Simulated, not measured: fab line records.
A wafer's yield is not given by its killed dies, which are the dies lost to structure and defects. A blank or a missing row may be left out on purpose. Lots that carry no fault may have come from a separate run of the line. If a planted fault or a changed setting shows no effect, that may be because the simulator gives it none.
Which tool did it?	flow sky130	Sampling: 13 lots, 39 wafers, 3 of 708 route steps

== WHAT THE GAUGES READ, wafer by wafer ==
SKY_METAL1_CD_MEAS_15: the cd target is 140 nm.
lot	measured	on	cd_nm (nm)
L810	day 33 02:44	cd_sem-02	140.2 141.7 139.2
L811	day 33 04:29	cd_sem-01	139.9 138.6 139.9
L812	day 33 17:27	cd_sem-02	141.3 140.4 141.2
L814	day 35 03:20	cd_sem-02	142.8 141.2 141.8
L815	day 35 05:32	cd_sem-02	138.8 139.9 138.8
L813	day 35 06:37	cd_sem-01	141.9 141.4 141.8
L816	day 35 10:25	cd_sem-02	140.7 139.7 142.6
L817	day 35 14:59	cd_sem-01	141.2 139.8 139.2
L818	day 35 23:29	cd_sem-01	139.6 141.6 139.6
L819	day 36 04:08	cd_sem-01	140.7 141.1 139.9
L825	day 38 01:48	cd_sem-02	136.5 136.8 136.9
L827	day 38 21:22	cd_sem-02	139.8 139.2 140.1
L828	day 39 00:17	cd_sem-01	139.1 139.9 140.6

== EACH LOT AND THE TOOL THAT RAN IT (in order: tool; ch and the chambers of the sampled wafers; start) ==
lot	SKY_LI_CONTACT_CMP_24	SKY_CONTACT_SPUTTER_23
L810	cmp-02 ch 0,2,3, day 29 12:13	pvd_sputter-04, day 31 22:47
L811	cmp-02 ch 1,2, day 29 14:04	pvd_sputter-03, day 32 00:38
L812	cmp-02 ch 1,2,3, day 30 03:23	pvd_sputter-01, day 32 13:04
L814	cmp-01 ch 0,1,2, day 31 14:52	pvd_sputter-03, day 33 23:07
L815	cmp-02 ch 0,1,3, day 31 17:55	pvd_sputter-04, day 34 01:31
L813	cmp-01 ch 0,1,3, day 31 18:40	pvd_sputter-01, day 34 02:36
L816	cmp-01 ch 1,2, day 31 21:34	pvd_sputter-04, day 34 06:17
L817	cmp-01 ch 1,2,3, day 32 02:34	pvd_sputter-01, day 34 11:04
L818	cmp-01 ch 0,3, day 32 09:28	pvd_sputter-03, day 34 19:02
L819	cmp-02 ch 0,1,2, day 32 14:46	pvd_sputter-04, day 34 23:59
L825	cmp-02 ch 1,2, day 34 14:25	pvd_sputter-04, day 36 22:59
L827	cmp-01 ch 1,2,3, day 35 09:46	pvd_sputter-01, day 37 18:01
L828	cmp-01 ch 0,1,2, day 35 13:34	pvd_sputter-03, day 37 21:04
- SKY_LI_CONTACT_CMP_24: polishes, stops on PSG, t overpolish 20 s, target thk 0 nm.
- SKY_CONTACT_SPUTTER_23: material TiN, target thk 20 nm, time 80 s.

== WHAT THE TOOLS THEMSELVES READ (means of the sampled wafers that have a number; where no wafer has one, the mark that the record gives instead) ==
SKY_LI_CONTACT_CMP_24.
lot	tool	motor_current_A (A)	overpolish_run_s (s)	time_to_endpoint_s (s)
L810	cmp-02	12.2	20.004	97
L811	cmp-02	10.5	19.988	96
L812	cmp-02	11.0	20.000	97
L814	cmp-01	10.8	20.005	101
L815	cmp-02	11.4	19.996	94
L813	cmp-01	11.6	20.008	102
L816	cmp-01	10.8	19.991	99
L817	cmp-01	11.2	20.001	100
L818	cmp-01	12.2	19.999	97
L819	cmp-02	11.3	19.998	96
L825	cmp-02	10.1	19.985	96
L827	cmp-01	11.5	19.996	94
L828	cmp-01	10.6	19.988	97

SKY_CONTACT_SPUTTER_23.
lot	tool	throttle_valve_pct (%)
L810	pvd_sputter-04	29.8
L811	pvd_sputter-03	30.8
L812	pvd_sputter-01	29.9
L814	pvd_sputter-03	30.1
L815	pvd_sputter-04	31.3
L813	pvd_sputter-01	29.5
L816	pvd_sputter-04	29.9
L817	pvd_sputter-01	29.5
L818	pvd_sputter-03	30.2
L819	pvd_sputter-04	30.4
L825	pvd_sputter-04	30.7
L827	pvd_sputter-01	29.8
L828	pvd_sputter-03	29.6

== THE ANSWER, worked out from the rows above alone ==
Rule: usual is defined by the lots themselves. The widest of any qualifying gaps counts: lots, ordered by their means at a reading, are off when they make up no more than a third of the lots, leave a main group of 4 or more, and stand apart from it by 3 or more times the standard deviation of that group's means. Not used: any main group whose means are identical at the precision the tables above print for the reading. A lot without any number at a reading at which 4 lots or more have one is off too. All remaining lots with rows at the step are treated as sound. The gauges are gone through in route order, then the tools' own readings, and for those a lot's mean is taken as printed above. At the first step where some lot is off, the reading lying furthest off is the one used; lots without a number count as furthest.
No lot is off at any reading shown: from this, nothing can be told.

== WHAT THE SIMULATOR PUT IN ==
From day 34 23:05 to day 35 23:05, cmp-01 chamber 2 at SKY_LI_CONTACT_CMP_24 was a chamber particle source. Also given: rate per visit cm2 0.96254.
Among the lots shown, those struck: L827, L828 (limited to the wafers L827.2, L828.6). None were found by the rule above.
